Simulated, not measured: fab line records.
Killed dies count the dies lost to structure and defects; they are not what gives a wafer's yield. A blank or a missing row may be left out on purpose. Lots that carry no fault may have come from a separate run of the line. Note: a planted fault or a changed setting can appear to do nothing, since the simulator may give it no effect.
Comparing a struck lot with a sound one ; flow sfqLine ; 15 steps out of a route of 325
Sound: the wafers L573.1, L573.5, L573.6. Wafers struck: L580.1, L580.3, L580.5. The cause is named last.
For every step that has rows: the tool of each side, followed by ch and its chambers, followed by its first start. Under that, the readings that differ: sound wafers ; struck wafers ; difference of the means ; sigmas: that difference in standard deviations of wafers without a fault.
alike: readings with means less than 2 such deviations apart, plus words and numbers identical on both sides. not compared: withheld readings, readings lacking a value on some wafer, bounds such as >300 that could conceal the same value, and numbers that have no deviation in the record and whose values overlap.
The two part at a step that has a row with sigmas, a row that says differs or no value, or rows on one side only. When numbers do not overlap yet have no deviation, they are printed without sigmas and do not part them. Lack of a reading on every wafer of one side parts them only where that side has two or more wafers.

first, 1 step without rows for these wafers: SFQ_TRILAYER_M3_STRIP_SOLV_CLEAN_080 (cleans in NMP, time 600 s).
SFQ_TRILAYER_I3_DEP_PECVD_081: deposits SiO2 from SiH4/N2O, time 111.11 s, target thk 500 nm.
  sound on pecvd-03 ch 0,1, day 45 17:46; struck on pecvd-04 ch 2, day 46 11:35
  alike: heaterPowerW, throttleValvePct
SFQ_TRILAYER_I3_CMP_CMP_082: polishes SiO2.
  sound on cmp-01 ch 0,2,3, day 46 06:31; struck on cmp-01 ch 0,1,2, day 47 06:15
  alike: motorCurrentA, timeToEndpointS
SFQ_I3_BOW_MEAS_922:
  sound on filmMetro-02 at day 46 08:01; struck on filmMetro-01 at day 47 08:15
  alike: I3_BOW
SFQ_TRILAYER_I3_METRO_MEASURE_083:
  sound on filmMetro-02 at day 46 08:08; struck on filmMetro-01 at day 47 08:22
  alike: thkNm
then, 6 steps without rows for these wafers: SFQ_TRILAYER_I3_VIA_LITHO_COAT_090 (resist thk 62 nm); SFQ_TRILAYER_I3_VIA_LITHO_COAT_085 (resist thk 650 nm); SFQ_TRILAYER_I3_VIA_LITHO_SOFTBAKE_089; SFQ_TRILAYER_I3_VIA_LITHO_EXPOSE_086 (exposes mask I3, target cd 500 nm); SFQ_TRILAYER_I3_VIA_LITHO_PEB_088 (peb time 60 s); SFQ_TRILAYER_I3_VIA_LITHO_DEVELOP_087 (time 60 s).
-- the record jumps here: 5 days lie between the struck wafers' starts before and after --
SFQ_I3_OVL_MEAS_923:
  sound on overlay-02 at day 50 17:00; struck on overlay-02 at day 51 23:13
  alike: I3_OVL
SFQ_TRILAYER_I3_VIA_BARC_OPEN_VIA_ETCH_121: etches BARC in O2, target depth 125 nm, time 41.7 s.
  sound on rieDiel-03 ch 0,3, day 50 17:02; struck on rieDiel-03 ch 2,3, day 51 23:16
reading;sound;struck;difference;sigmas
oesProductAu (a.u.);0.685 0.683 0.682;0.809 0.807 0.816;+0.127;+27
runLengthS (s);69.8 70.3 70.3;60.7 60.1 60.4;-9.7;-24
timeS (s);41.7 41.7 41.7;29.19 29.19 29.19;-12.51;
model.KrF_of_TRILAYER_I3_VIA_LITHO_COAT_085.thkNm (nm);573.2 573.6 572.3;590.7 591.1 589.6;+17.4;
  alike: drypumpMotorCurrentA
  not compared: rfHoursCounterH
SFQ_TRILAYER_I3_VIA_ETCH_VIA_ETCH_088: etches SiO2 in CHF3, stops on Nb, target depth 260 nm.
  sound on rieDiel-03 ch 0,3, day 50 17:05; struck on rieDiel-03 ch 2,3, day 51 23:19
reading;sound;struck;difference;sigmas
model.KrF_of_TRILAYER_I3_VIA_LITHO_COAT_085.thkNm (nm);528 528.3 527.9;545.5 546.7 544.2;+17.4;
  alike: drypumpMotorCurrentA, oesProductAu
SFQ_TRILAYER_I3_VIA_STRIP_STRIP_089: strips in O2.
  sound on rieMetal-02 ch 0,1, day 50 17:11; struck on rieMetal-01 ch 1, day 51 23:29
reading;sound;struck;difference;sigmas
oesProductAu (a.u.);0.992 0.990 0.986;1.015 1.014 1.020;+0.027;+2
  alike: drypumpMotorCurrentA
  not compared: rfHoursCounterH

== WHERE THEY PART ==
First at SFQ_TRILAYER_I3_VIA_BARC_OPEN_VIA_ETCH_121; last, within this record, at SFQ_TRILAYER_I3_VIA_STRIP_STRIP_089.

WHY: what had been put in by the simulator
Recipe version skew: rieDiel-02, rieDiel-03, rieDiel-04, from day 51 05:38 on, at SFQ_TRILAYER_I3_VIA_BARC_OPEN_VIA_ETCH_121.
